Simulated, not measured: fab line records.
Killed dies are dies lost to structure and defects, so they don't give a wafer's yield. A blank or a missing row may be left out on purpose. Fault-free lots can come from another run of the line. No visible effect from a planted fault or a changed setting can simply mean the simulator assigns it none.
fab line records + flow sky130
record:
- lots: 13
- wafers: 39
- last_day: 50
route steps=708 shown PWDE@55 SONOS_ONO@168 LDD_HVN@274 LDD_HVP@285 PAD_OPEN@708
lots untouched by any fault: they come from a run of this same line in which no faults occurred
start_h: start of the lot's first displayed wafer, in hours after the record's first day + wait_h: hours from the lot's prior step to this one + " the same as in the row above + L1.1+2: one row covering several wafers at once + - no value, or no start was given + * or withheld: withheld + < > ~ a bound
route shown NAME@n: names a module that has steps shown in the file, with the first one's number in the route + usual: the fault-free wafers' mean and standard deviation + same: alike in all rows + chamber/n: place in a boat + sites: the reading at each site + _std_site: standard deviation of those values + _edge_site: outer sites' mean less inner sites' + radius_mm: how far each site lies from the wafer's centre + mask NAME#n: copy n + behind: tool/chamber where the wafer was last shaped + hold: why the lot was held/for how many hours/how that ended + device: whichever transistor did not switch (one of n, p or np) + end of line: at the end of the route, the tests of the same wafers + a step with no rows: only its recipe + killed: dies lost to structure and defects at the first sort, not the wafer's yield + map: a wafer's dies, x killed, . not, _ none there
set.NAME: setting as actually run; set.NAME@STEP: the setting as run at that earlier step + model.NAME: the simulator's own value behind a step, which no gauge read
route steps across a sampled set of lots; one table per step, one row per wafer
services: from which hour (start_h, from the record's first day; less than 0 if before it) a tool's chamber was out of use, for how many hours, and why
== steps ==
step: SKY_PWDE_TW_MEAS_10
usual:
- PWDE_TW: 371/3.1
| lot.wafer | tool          | chamber | start_h | wait_h | PWDE_TW |
|-----------|---------------|---------|---------|--------|---------|
| L324.1    | film_metro-03 | -       | 65.18   | 0.1    | 366     |
| L324.4    | "             | -       | "       | "      | 366     |
| L324.6    | "             | -       | "       | "      | 367     |
| L325.1    | film_metro-04 | -       | 72.37   | 0.1    | 371     |
| L325.2    | "             | -       | "       | "      | 368     |
| L325.5    | "             | -       | "       | "      | 369     |
| L326.2    | film_metro-01 | -       | 81.28   | 0.1    | 377     |
| L326.4    | "             | -       | "       | "      | 373     |
| L326.5    | "             | -       | "       | "      | 375     |
| L327.1    | film_metro-03 | -       | 87.37   | 0.1    | 365     |
| L327.5    | "             | -       | "       | "      | 367     |
| L327.6    | "             | -       | "       | "      | 366     |
| L328.1    | film_metro-01 | -       | 91.45   | 0.1    | 374     |
| L328.3    | "             | -       | "       | "      | 377     |
| L328.5    | "             | -       | "       | "      | 377     |
| L329.1    | film_metro-04 | -       | 99.22   | 0.1    | 372     |
| L329.5    | "             | -       | "       | "      | 372     |
| L329.6    | "             | -       | "       | "      | 373     |
| L330.1    | film_metro-01 | -       | 102.32  | 0.1    | 376     |
| L330.2    | "             | -       | "       | "      | 375     |
| L330.4    | "             | -       | "       | "      | 375     |
| L331.3    | film_metro-01 | -       | 105.89  | 0.1    | 376     |
| L331.4    | "             | -       | "       | "      | 374     |
| L331.5    | "             | -       | "       | "      | 374     |
| L332.1    | film_metro-04 | -       | 109.92  | 0.1    | 372     |
| L332.2    | "             | -       | "       | "      | 371     |
| L332.4    | "             | -       | "       | "      | 372     |
| L336.2    | film_metro-04 | -       | 134.13  | 0.1    | 375     |
| L336.3    | "             | -       | "       | "      | 372     |
| L336.4    | "             | -       | "       | "      | 371     |
| L340.1    | film_metro-04 | -       | 170.02  | 0.1    | 372     |
| L340.2    | "             | -       | "       | "      | 373     |
| L340.5    | "             | -       | "       | "      | 371     |
| L341.1    | film_metro-03 | -       | 178.30  | 0.1    | 367     |
| L341.3    | "             | -       | "       | "      | 369     |
| L341.6    | "             | -       | "       | "      | 370     |
| L347.1    | film_metro-04 | -       | 199.07  | 0.1    | 368     |
| L347.3    | "             | -       | "       | "      | 368     |
| L347.6    | "             | -       | "       | "      | 370     |
step: SKY_SONOS_ONO_OXIDATION_00
recipe:
- temp_c: 800
- ambient: O2
- idle_temp_c: 700
- ramp_up_c_per_min: 10
- ramp_down_c_per_min: 3
- stabilise_s: 600
- purge_s: 300
- target_thk_a: 26
- ox_time_s: 1249
usual:
- ox_temp_c: 800.0/0.33
- spike_tc_centre_C: 799.0/0.99
- zone_power_top_pct: 28.6/0.51
| lot.wafer | tool       | chamber | start_h | wait_h | ox_temp_c | spike_tc_centre_C | zone_power_top_pct |
|-----------|------------|---------|---------|--------|-----------|-------------------|--------------------|
| L324.1    | furnace-02 | 0       | 241.63  | 0.6    | 800.5     | 799.6             | 27.9               |
| L324.4    | "          | 0       | "       | "      | 800.5     | 798.2             | 28.4               |
| L324.6    | "          | 0       | "       | "      | 800.6     | 798.3             | 28.4               |
| L325.1    | furnace-02 | 0       | 252.66  | 3.1    | 800.4     | 799.2             | 28.4               |
| L325.2    | "          | 0       | "       | "      | 800.5     | 799.4             | 28.6               |
| L325.5    | "          | 0       | "       | "      | 800.0     | 799.5             | 27.8               |
| L326.2    | furnace-02 | 0       | 266.99  | 3.4    | 799.7     | 798.4             | 28.3               |
| L326.4    | "          | 0       | "       | "      | 799.4     | 799.5             | 28.2               |
| L326.5    | "          | 0       | "       | "      | 800.0     | 798.7             | 28.0               |
| L327.1    | furnace-02 | 0       | 273.93  | 3.7    | 799.8     | 798.6             | 28.1               |
| L327.5    | "          | 0       | "       | "      | 800.1     | 798.1             | 27.8               |
| L327.6    | "          | 0       | "       | "      | 800.1     | 800.8             | 28.0               |
| L328.1    | furnace-01 | 0       | 278.06  | 0.7    | 799.7     | 799.4             | 29.1               |
| L328.3    | "          | 0       | "       | "      | 799.6     | 799.9             | 28.9               |
| L328.5    | "          | 0       | "       | "      | 799.9     | 799.7             | 29.1               |
| L329.1    | furnace-02 | 0       | 291.02  | 0.3    | 799.4     | 798.2             | 28.3               |
| L329.5    | "          | 0       | "       | "      | 800.2     | 798.0             | 28.2               |
| L329.6    | "          | 0       | "       | "      | 799.8     | 797.6             | 27.9               |
| L330.1    | furnace-01 | 0       | 293.57  | 0.0    | 800.1     | 800.7             | 29.7               |
| L330.2    | "          | 0       | "       | "      | 799.6     | 798.6             | 28.8               |
| L330.4    | "          | 0       | "       | "      | 800.6     | 799.4             | 29.1               |
| L331.3    | furnace-01 | 0       | 298.03  | 1.5    | 799.9     | 799.6             | 28.8               |
| L331.4    | "          | 0       | "       | "      | 800.2     | 797.5             | 28.5               |
| L331.5    | "          | 0       | "       | "      | 800.3     | 798.7             | 29.5               |
| L332.1    | furnace-01 | 0       | 305.31  | 0.3    | 800.0     | 799.2             | 29.5               |
| L332.2    | "          | 0       | "       | "      | 799.7     | 799.2             | 29.0               |
| L332.4    | "          | 0       | "       | "      | 799.5     | 798.1             | 29.3               |
| L336.2    | furnace-01 | 0       | 343.78  | 2.4    | 799.7     | 798.3             | 28.9               |
| L336.3    | "          | 0       | "       | "      | 799.8     | 799.6             | 29.2               |
| L336.4    | "          | 0       | "       | "      | 799.3     | 800.1             | 29.1               |
| L340.1    | furnace-02 | 0       | 395.13  | 0.1    | 800.6     | 797.8             | 28.3               |
| L340.2    | "          | 0       | "       | "      | 799.8     | 799.5             | 28.3               |
| L340.5    | "          | 0       | "       | "      | 800.7     | 799.0             | 28.1               |
| L341.1    | furnace-02 | 0       | 406.64  | 1.3    | 799.7     | 797.6             | 28.1               |
| L341.3    | "          | 0       | "       | "      | 800.8     | 797.9             | 28.3               |
| L341.6    | "          | 0       | "       | "      | 800.3     | 798.5             | 28.4               |
| L347.1    | furnace-01 | 0       | 433.43  | 0.8    | 799.9     | 799.3             | 29.0               |
| L347.3    | "          | 0       | "       | "      | 799.8     | 799.6             | 29.0               |
| L347.6    | "          | 0       | "       | "      | 800.0     | 800.2             | 29.0               |
step: SKY_SONOS_ONO_THK_MEAS_01
recipe:
- reads: SiO2_of_SONOS_ONO_OXIDATION_00
usual:
- SONOS_ONO_OXIDATION_THK: 2.57/0.056
| lot.wafer | tool          | chamber | start_h | wait_h | hold                     | SONOS_ONO_OXIDATION_THK[nm] |
|-----------|---------------|---------|---------|--------|--------------------------|-----------------------------|
| L324.1    | film_metro-01 | -       | 242.98  | 0.0    | -                        | 2.60                        |
| L324.4    | "             | -       | "       | "      | -                        | 2.65                        |
| L324.6    | "             | -       | "       | "      | -                        | 2.62                        |
| L325.1    | film_metro-01 | -       | 254.00  | 0.0    | -                        | 2.61                        |
| L325.2    | "             | -       | "       | "      | -                        | 2.62                        |
| L325.5    | "             | -       | "       | "      | -                        | 2.66                        |
| L326.2    | film_metro-01 | -       | 268.35  | 0.0    | -                        | 2.62                        |
| L326.4    | "             | -       | "       | "      | -                        | 2.57                        |
| L326.5    | "             | -       | "       | "      | -                        | 2.62                        |
| L327.1    | film_metro-01 | -       | 275.28  | 0.0    | -                        | 2.66                        |
| L327.5    | "             | -       | "       | "      | -                        | 2.64                        |
| L327.6    | "             | -       | "       | "      | -                        | 2.62                        |
| L328.1    | film_metro-03 | -       | 279.40  | 0.0    | -                        | 2.52                        |
| L328.3    | "             | -       | "       | "      | -                        | 2.57                        |
| L328.5    | "             | -       | "       | "      | -                        | 2.55                        |
| L329.1    | film_metro-03 | -       | 292.36  | 0.0    | -                        | 2.51                        |
| L329.5    | "             | -       | "       | "      | -                        | 2.57                        |
| L329.6    | "             | -       | "       | "      | -                        | 2.52                        |
| L330.1    | film_metro-03 | -       | 294.92  | 0.0    | -                        | 2.54                        |
| L330.2    | "             | -       | "       | "      | -                        | 2.58                        |
| L330.4    | "             | -       | "       | "      | -                        | 2.58                        |
| L331.3    | film_metro-01 | -       | 299.39  | 0.0    | -                        | 2.58                        |
| L331.4    | "             | -       | "       | "      | -                        | 2.60                        |
| L331.5    | "             | -       | "       | "      | -                        | 2.49                        |
| L332.1    | film_metro-02 | -       | 306.66  | 0.0    | -                        | 2.56                        |
| L332.2    | "             | -       | "       | "      | -                        | 2.58                        |
| L332.4    | "             | -       | "       | "      | -                        | 2.52                        |
| L336.2    | film_metro-03 | -       | 345.14  | 0.0    | -                        | 2.55                        |
| L336.3    | "             | -       | "       | "      | -                        | 2.55                        |
| L336.4    | "             | -       | "       | "      | -                        | 2.54                        |
| L340.1    | film_metro-02 | -       | 396.47  | 0.0    | await_dispo/0.2h/release | 3.02                        |
| L340.2    | "             | -       | "       | "      | await_dispo/0.2h/release | 3.03                        |
| L340.5    | "             | -       | "       | "      | await_dispo/0.2h/release | 3.02                        |
| L340.1    | film_metro-02 | -       | 396.70  | 0.2    | -                        | 2.97                        |
| L340.2    | "             | -       | "       | "      | -                        | 3.06                        |
| L340.5    | "             | -       | "       | "      | -                        | 3.03                        |
| L341.1    | film_metro-03 | -       | 407.98  | 0.0    | await_dispo/0.2h/release | 2.95                        |
| L341.3    | "             | -       | "       | "      | await_dispo/0.2h/release | 2.99                        |
| L341.6    | "             | -       | "       | "      | await_dispo/0.2h/release | 2.93                        |
| L341.1    | film_metro-03 | -       | 408.21  | 0.2    | -                        | 2.95                        |
| L341.3    | "             | -       | "       | "      | -                        | 2.97                        |
| L341.6    | "             | -       | "       | "      | -                        | 2.98                        |
| L347.1    | film_metro-03 | -       | 434.78  | 0.0    | -                        | 2.58                        |
| L347.3    | "             | -       | "       | "      | -                        | 2.62                        |
| L347.6    | "             | -       | "       | "      | -                        | 2.60                        |
step: SKY_LDD_HVN_OVL_MEAS_07
usual:
- LDD_HVN_OVL: 1.0/1.5
| lot.wafer | tool       | chamber | start_h | wait_h | LDD_HVN_OVL[nm] |
|-----------|------------|---------|---------|--------|-----------------|
| L324.1    | overlay-02 | -       | 452.27  | 0.1    | 1.8             |
| L324.4    | "          | -       | "       | "      | 2.3             |
| L324.6    | "          | -       | "       | "      | 0.6             |
| L325.1    | overlay-01 | -       | 461.78  | 0.1    | 1.0             |
| L325.2    | "          | -       | "       | "      | 1.3             |
| L325.5    | "          | -       | "       | "      | 0.5             |
| L326.2    | overlay-01 | -       | 483.13  | 0.1    | 1.6             |
| L326.4    | "          | -       | "       | "      | 2.8             |
| L326.5    | "          | -       | "       | "      | 0.7             |
| L327.1    | overlay-01 | -       | 489.87  | 0.1    | -0.7            |
| L327.5    | "          | -       | "       | "      | -2.8            |
| L327.6    | "          | -       | "       | "      | -4.1            |
| L328.1    | overlay-02 | -       | 497.97  | 0.1    | 2.5             |
| L328.3    | "          | -       | "       | "      | 1.6             |
| L328.5    | "          | -       | "       | "      | -1.0            |
| L329.1    | overlay-01 | -       | 513.13  | 0.1    | 0.3             |
| L329.5    | "          | -       | "       | "      | 0.6             |
| L329.6    | "          | -       | "       | "      | 0.8             |
| L330.1    | overlay-01 | -       | 516.87  | 0.1    | 2.1             |
| L330.2    | "          | -       | "       | "      | 2.0             |
| L330.4    | "          | -       | "       | "      | 2.5             |
| L331.3    | overlay-02 | -       | 526.59  | 0.1    | 1.6             |
| L331.4    | "          | -       | "       | "      | 2.6             |
| L331.5    | "          | -       | "       | "      | 2.5             |
| L332.1    | overlay-02 | -       | 529.88  | 0.1    | -2.8            |
| L332.2    | "          | -       | "       | "      | -1.1            |
| L332.4    | "          | -       | "       | "      | -0.1            |
| L336.2    | overlay-01 | -       | 575.04  | 0.1    | 0.2             |
| L336.3    | "          | -       | "       | "      | 0.3             |
| L336.4    | "          | -       | "       | "      | -0.2            |
| L340.1    | overlay-02 | -       | 620.24  | 0.1    | -2.0            |
| L340.2    | "          | -       | "       | "      | -0.1            |
| L340.5    | "          | -       | "       | "      | -0.9            |
| L341.1    | overlay-02 | -       | 643.19  | 0.1    | 1.3             |
| L341.3    | "          | -       | "       | "      | -0.8            |
| L341.6    | "          | -       | "       | "      | 1.8             |
| L347.1    | overlay-01 | -       | 656.59  | 0.1    | 2.0             |
| L347.3    | "          | -       | "       | "      | 0.0             |
| L347.6    | "          | -       | "       | "      | 1.7             |
step: SKY_LDD_HVP_OVL_MEAS_07
usual:
- LDD_HVP_OVL: -0.7/1.2
| lot.wafer | tool       | chamber | start_h | wait_h | LDD_HVP_OVL[nm] |
|-----------|------------|---------|---------|--------|-----------------|
| L324.1    | overlay-01 | -       | 482.61  | 0.1    | 0.5             |
| L324.4    | "          | -       | "       | "      | 1.8             |
| L324.6    | "          | -       | "       | "      | -1.0            |
| L325.1    | overlay-02 | -       | 492.63  | 0.1    | -0.7            |
| L325.2    | "          | -       | "       | "      | -1.0            |
| L325.5    | "          | -       | "       | "      | -0.8            |
| L326.2    | overlay-02 | -       | 514.43  | 0.1    | -2.3            |
| L326.4    | "          | -       | "       | "      | -3.2            |
| L326.5    | "          | -       | "       | "      | -1.7            |
| L327.1    | overlay-02 | -       | 520.87  | 0.1    | 0.0             |
| L327.5    | "          | -       | "       | "      | -1.2            |
| L327.6    | "          | -       | "       | "      | -2.1            |
| L328.1    | overlay-01 | -       | 528.98  | 0.1    | -1.2            |
| L328.3    | "          | -       | "       | "      | -1.4            |
| L328.5    | "          | -       | "       | "      | -0.8            |
| L329.1    | overlay-02 | -       | 543.16  | 0.1    | 0.8             |
| L329.5    | "          | -       | "       | "      | -0.5            |
| L329.6    | "          | -       | "       | "      | -1.0            |
| L330.1    | overlay-02 | -       | 547.32  | 0.1    | 1.7             |
| L330.2    | "          | -       | "       | "      | -0.6            |
| L330.4    | "          | -       | "       | "      | 0.4             |
| L331.3    | overlay-01 | -       | 555.88  | 0.1    | 1.4             |
| L331.4    | "          | -       | "       | "      | 0.8             |
| L331.5    | "          | -       | "       | "      | 0.8             |
| L332.1    | overlay-02 | -       | 558.63  | 0.1    | -2.7            |
| L332.2    | "          | -       | "       | "      | 0.1             |
| L332.4    | "          | -       | "       | "      | 0.1             |
| L336.2    | overlay-02 | -       | 603.97  | 0.1    | -1.9            |
| L336.3    | "          | -       | "       | "      | -0.6            |
| L336.4    | "          | -       | "       | "      | 0.7             |
| L340.1    | overlay-02 | -       | 648.48  | 0.1    | -0.2            |
| L340.2    | "          | -       | "       | "      | 0.0             |
| L340.5    | "          | -       | "       | "      | -1.2            |
| L341.1    | overlay-02 | -       | 671.33  | 0.1    | -1.5            |
| L341.3    | "          | -       | "       | "      | 0.1             |
| L341.6    | "          | -       | "       | "      | -1.3            |
| L347.1    | overlay-01 | -       | 684.57  | 0.1    | -1.9            |
| L347.3    | "          | -       | "       | "      | -1.2            |
| L347.6    | "          | -       | "       | "      | -0.2            |
step: SKY_PAD_OPEN_PROBE_99
usual:
- killed_at_M0_to_M3: 43/6.2
- killed_at_M4_up: 2.8/1.7
- killed_at_contacts: 24/4.8
- killed_at_front_end: 15/4.3
- killed_at_other: 0.3/0.55
- killed_dies: 85/8.4
- killed_on_rim: 17/3.8
- killed_open: 46/6.7
- killed_short: 38/6.2
same:
- gross_dies: 492
- killed_at_back_side: 0
| lot.wafer | tool      | chamber | start_h | wait_h | killed_at_M0_to_M3 | killed_at_M4_up | killed_at_contacts | killed_at_front_end | killed_at_other | killed_dies | killed_on_rim | killed_open | killed_short |
|-----------|-----------|---------|---------|--------|--------------------|-----------------|--------------------|---------------------|-----------------|-------------|---------------|-------------|--------------|
| L336.2    | prober-02 | -       | 1146.11 | 0.1    | 43                 | 4               | 22                 | 14                  | 2               | 85          | 22            | 43          | 41           |
| L336.3    | prober-02 | -       | 1146.16 | 0.2    | 47                 | 2               | 26                 | 13                  | 1               | 89          | 14            | 54          | 34           |
| L336.4    | prober-02 | -       | 1146.21 | 0.2    | 39                 | 2               | 32                 | 16                  | 2               | 91          | 12            | 56          | 33           |
killed by level:class
L336.2 VIA1:geometric_particle:open=13 LOCAL_INTERCONNECT:geometric_particle:short=6 POLY_GATE:geometric_particle:open=5 LI_CONTACT:geometric_particle:open=5 LI_CONTACT:geometric_particle:short=4 METAL1:geometric_particle:short=4 VIA1:geometric_particle:short=4 VIA2:geometric_particle:open=4
L336.3 CONTACT:geometric_particle:open=9 VIA2:geometric_particle:open=9 VIA1:geometric_particle:open=8 VIA3:geometric_particle:open=8 POLY_GATE:geometric_particle:short=6 LI_CONTACT:geometric_particle:open=5 LOCAL_INTERCONNECT:geometric_particle:open=4 METAL1:geometric_particle:short=4
L336.4 CONTACT:geometric_particle:open=13 VIA1:geometric_particle:open=11 LI_CONTACT:geometric_particle:open=9 FIELD_ISO:geometric_particle:open=7 METAL2:geometric_particle:short=6 VIA2:geometric_particle:open=5 METAL1:geometric_particle:short=5 FIELD_ISO:geometric_particle:short=4
== services ==
| tool       | chamber | start_h | hours | kind   |
|------------|---------|---------|-------|--------|
| furnace-01 | -       | 241.99  | 15.1  | repair |
| furnace-02 | -       | 258.17  | 3.4   | pm     |
| furnace-01 | -       | 337.00  | 3.9   | pm     |
| furnace-02 | -       | 402.41  | 2.8   | pm     |
| furnace-01 | -       | 410.24  | 3.5   | pm     |
== key ==
first_sign:
- step: SKY_SONOS_ONO_THK_MEAS_01
- reading: visit
- direction: added
effect:
- step: SKY_SONOS_ONO_THK_MEAS_01
- reading: SONOS_ONO_OXIDATION_THK
- direction: up
- sigmas: 7.6
- usual: 2.57
- struck: 2.99
met_at SKY_SONOS_ONO_OXIDATION_00
struck_lots L340,L341
tester_left_out L340,L341
not_acting_at SKY_PWDE_TW_MEAS_10,SKY_LDD_HVN_OVL_MEAS_07,SKY_LDD_HVP_OVL_MEAS_07
onset_between 291.02 395.13
fault:
- kind: process_parameter_drift
- tool: furnace-02
- chamber: -
- onset_h: 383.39
- steps: SKY_SONOS_ONO_OXIDATION_00
- channel: ox_time_s
- offset: *
- shape: step
- end_h: 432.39
- acts_in: *
- stated: *
tester_left_out: of these lots the tester's yield and bins aren't shown, on N5 and GAA mostly nor the transistor test; their killed dies are dies lost to structure and defects alone, not to doping, threshold or leakage, so they don't give the yield
